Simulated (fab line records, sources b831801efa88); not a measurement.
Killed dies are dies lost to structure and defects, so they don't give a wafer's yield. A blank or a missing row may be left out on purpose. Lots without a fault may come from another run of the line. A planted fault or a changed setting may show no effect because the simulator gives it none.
Which tool did it? | flow sky130 | 12 lots, 36 wafers sampled, at 5 steps of a route of 708

WHAT THE GAUGES READ, wafer by wafer
SKY_SD_N_TW_MEAS_12. Usual: SD_N_TW 3965, standard deviation 26.
lot  | measured     | on            | SD_N_TW        | flag
L936 | day 28 21:44 | film_metro-02 | 3992 3987 3976 |
L940 | day 30 05:08 | film_metro-03 | 3937 3951 3952 |
L942 | day 30 22:29 | film_metro-03 | 3945 3942 3943 |
L945 | day 32 02:44 | film_metro-04 | 3913 3946 3925 |
L946 | day 32 14:12 | film_metro-02 | 3935 3974 3973 |
L947 | day 32 18:34 | film_metro-03 | 3955 3964 3950 |
L948 | day 33 02:54 | film_metro-04 | 3958 3952 3957 |
L949 | day 33 05:07 | film_metro-02 | 4017 4013 4003 |
L950 | day 33 14:00 | film_metro-04 | 3947 3934 3933 |
L953 | day 34 05:49 | film_metro-04 | 3966 3959 3982 |
L955 | day 35 00:54 | film_metro-04 | 3965 3987 3961 |
L956 | day 35 09:27 | film_metro-03 | 3936 3933 3924 |

SKY_LOCAL_INTERCONNECT_OVL_MEAS_12. Usual: LOCAL_INTERCONNECT_OVL 0 nm, standard deviation 5.8.
lot  | measured     | on         | LOCAL_INTERCONNECT_OVL (nm) | flag
L936 | day 31 08:24 | overlay-01 | 1 -3 2                      |
L940 | day 32 13:50 | overlay-01 | -9 -5 -2                    |
L942 | day 33 06:47 | overlay-01 | -16 -18 -15                 |
L945 | day 34 10:11 | overlay-01 | -7 -4 -7                    |
L946 | day 34 20:56 | overlay-01 | 3 4 12                      |
L947 | day 35 01:48 | overlay-01 | 3 1 -2                      |
L948 | day 35 10:53 | overlay-02 | 0 -8 0                      |
L949 | day 35 11:58 | overlay-01 | 4 5 9                       |
L950 | day 35 20:15 | overlay-02 | 3 0 -5                      |
L953 | day 36 14:18 | overlay-02 | 1 5 5                       |
L955 | day 37 08:22 | overlay-02 | 2 3 -4                      |
L956 | day 37 16:28 | overlay-01 | 0 7 2                       |

SKY_CONTACT_OVL_MEAS_15. Usual: CONTACT_OVL 0 nm, standard deviation 5.6.
lot  | measured     | on         | CONTACT_OVL (nm) | flag
L936 | day 32 12:26 | overlay-01 | 3 3 2            |
L940 | day 33 17:33 | overlay-01 | -6 -3 -2         |
L942 | day 34 09:59 | overlay-02 | -1 -1 -3         |
L945 | day 35 14:35 | overlay-01 | -7 -1 1          |
L946 | day 36 00:56 | overlay-01 | 5 2 0            |
L947 | day 36 05:47 | overlay-02 | -7 -9 -7         |
L948 | day 36 15:30 | overlay-01 | 5 1 -3           |
L949 | day 36 16:07 | overlay-02 | -10 -5 0         |
L950 | day 37 00:16 | overlay-02 | 3 2 12           |
L953 | day 37 17:41 | overlay-01 | 0 -1 0           |
L955 | day 38 10:54 | overlay-01 | 0 6 2            |
L956 | day 38 19:01 | overlay-01 | 4 -2 -2          |

WHICH TOOL RAN EACH LOT (tool, then ch and the chambers of the sampled wafers, then the start)
lot  | SKY_LOCAL_INTERCONNECT_ETCH_13    | SKY_LOCAL_INTERCONNECT_STRIP_15
L936 | rie_metal-02 ch 0,1, day 31 08:26 | plasma_asher-04 ch 0,1, day 31 08:33
L940 | rie_metal-01 ch 0,1, day 32 13:52 | plasma_asher-04 ch 0,1, day 32 13:59
L942 | rie_metal-02 ch 0,1, day 33 06:49 | plasma_asher-03 ch 0,1, day 33 06:56
L945 | rie_metal-01 ch 0,1, day 34 10:13 | plasma_asher-03 ch 0,1, day 34 10:20
L946 | rie_metal-02 ch 0,1, day 34 20:58 | plasma_asher-02 ch 0,1, day 34 21:05
L947 | rie_metal-02 ch 0,1, day 35 01:50 | plasma_asher-02 ch 0,1, day 35 01:58
L948 | rie_metal-02 ch 0,1, day 35 10:55 | plasma_asher-02 ch 1, day 35 11:02
L949 | rie_metal-01 ch 0,1, day 35 12:01 | plasma_asher-03 ch 0,1, day 35 12:08
L950 | rie_metal-04 ch 0,1, day 35 20:17 | plasma_asher-03 ch 0,1, day 35 20:25
L953 | rie_metal-04 ch 0,1, day 36 14:20 | plasma_asher-04 ch 0,1, day 36 14:28
L955 | rie_metal-01 ch 0,1, day 37 08:25 | plasma_asher-03 ch 0,1, day 37 08:32
L956 | rie_metal-04 ch 0,1, day 37 16:29 | plasma_asher-02 ch 0,1, day 37 16:37
- SKY_LOCAL_INTERCONNECT_ETCH_13: etches BARC in N2/H2, stops on SiO2, time 45.9 s, target depth 60 nm.
- SKY_LOCAL_INTERCONNECT_STRIP_15: strips in O2/N2.

WHAT THE TOOLS THEMSELVES READ (means of the sampled wafers that have a number; where no wafer has one, the mark that the record gives instead)
SKY_LOCAL_INTERCONNECT_ETCH_13. Usual: drypump_motor_current_A 5.54 A, standard deviation 0.21; oes_product_au 0.855 a.u., standard deviation 0.0049; throttle_valve_pct 13.226 %, standard deviation 0.0087.
lot  | tool         | drypump_motor_current_A (A) | oes_product_au (a.u.) | throttle_valve_pct (%) | flag
L936 | rie_metal-02 | 5.47                        | 0.852                 | 13.223                 |
L940 | rie_metal-01 | 5.60                        | 0.853                 | 13.225                 |
L942 | rie_metal-02 | 5.30                        | 0.856                 | 13.221                 |
L945 | rie_metal-01 | 5.70                        | 0.858                 | 13.232                 |
L946 | rie_metal-02 | 5.29                        | 0.852                 | 13.230                 |
L947 | rie_metal-02 | 5.31                        | 0.858                 | 13.226                 |
L948 | rie_metal-02 | 5.31                        | 0.857                 | 13.227                 |
L949 | rie_metal-01 | 5.69                        | 0.852                 | 13.231                 |
L950 | rie_metal-04 | 5.55                        | 0.859                 | 13.231                 |
L953 | rie_metal-04 | 5.56                        | 0.855                 | 13.229                 |
L955 | rie_metal-01 | 5.70                        | 0.855                 | 13.226                 |
L956 | rie_metal-04 | 5.55                        | 0.854                 | 13.223                 |

SKY_LOCAL_INTERCONNECT_STRIP_15. Usual: drypump_motor_current_A 5.7 A, standard deviation 0.37; oes_product_au 0.427 a.u., standard deviation 0.004; strip_time_to_endpoint_s 4.732 s, standard deviation 0.02.
lot  | tool            | drypump_motor_current_A (A) | oes_product_au (a.u.) | strip_time_to_endpoint_s (s) | flag
L936 | plasma_asher-04 | 5.2                         | 0.429                 | 4.710                        |
L940 | plasma_asher-04 | 5.2                         | 0.425                 | 4.738                        |
L942 | plasma_asher-03 | 5.7                         | 0.424                 | 4.714                        |
L945 | plasma_asher-03 | 5.7                         | 0.425                 | 4.731                        |
L946 | plasma_asher-02 | 5.7                         | 0.425                 | 4.656                        | OFF
L947 | plasma_asher-02 | 5.7                         | 0.421                 | 4.654                        | OFF
L948 | plasma_asher-02 | 5.6                         | 0.425                 | 4.635                        | OFF
L949 | plasma_asher-03 | 5.7                         | 0.427                 | 4.713                        |
L950 | plasma_asher-03 | 5.9                         | 0.427                 | 4.729                        |
L953 | plasma_asher-04 | 5.2                         | 0.429                 | 4.724                        |
L955 | plasma_asher-03 | 5.9                         | 0.429                 | 4.749                        |
L956 | plasma_asher-02 | 5.8                         | 0.427                 | 4.726                        |

THE ANSWER, worked out from the rows above alone
Rule: a lot is off if the mean of its wafers that have a number lies more than 3 standard deviations from the usual mean. A lot without any number at a reading at which 4 lots or more have one is off too. The other lots that the step has rows for count as sound. The gauges are gone through in route order, then the tools' own readings, and for those a lot's mean is taken as printed above. The first step at which some lot is off is used, and at that step the reading that is off furthest; a lot without a number counts as furthest.
Off: L946, L947, L948, at SKY_LOCAL_INTERCONNECT_STRIP_15 (strip_time_to_endpoint_s).
A tool fits if, at that step or a process step before it, it ran every lot that is off, and no sound lot after the first of them. One fits: rie_metal-02 at SKY_LOCAL_INTERCONNECT_ETCH_13. Its last sound lot is L942 (day 33 06:49), its first lot that is off L946 (day 34 20:58): a fault that began between those two fits.

WHAT THE SIMULATOR HAD PUT IN
Process parameter drift: rie_metal-02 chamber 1, from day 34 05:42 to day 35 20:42, at SKY_LOCAL_INTERCONNECT_ETCH_13. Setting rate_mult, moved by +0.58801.
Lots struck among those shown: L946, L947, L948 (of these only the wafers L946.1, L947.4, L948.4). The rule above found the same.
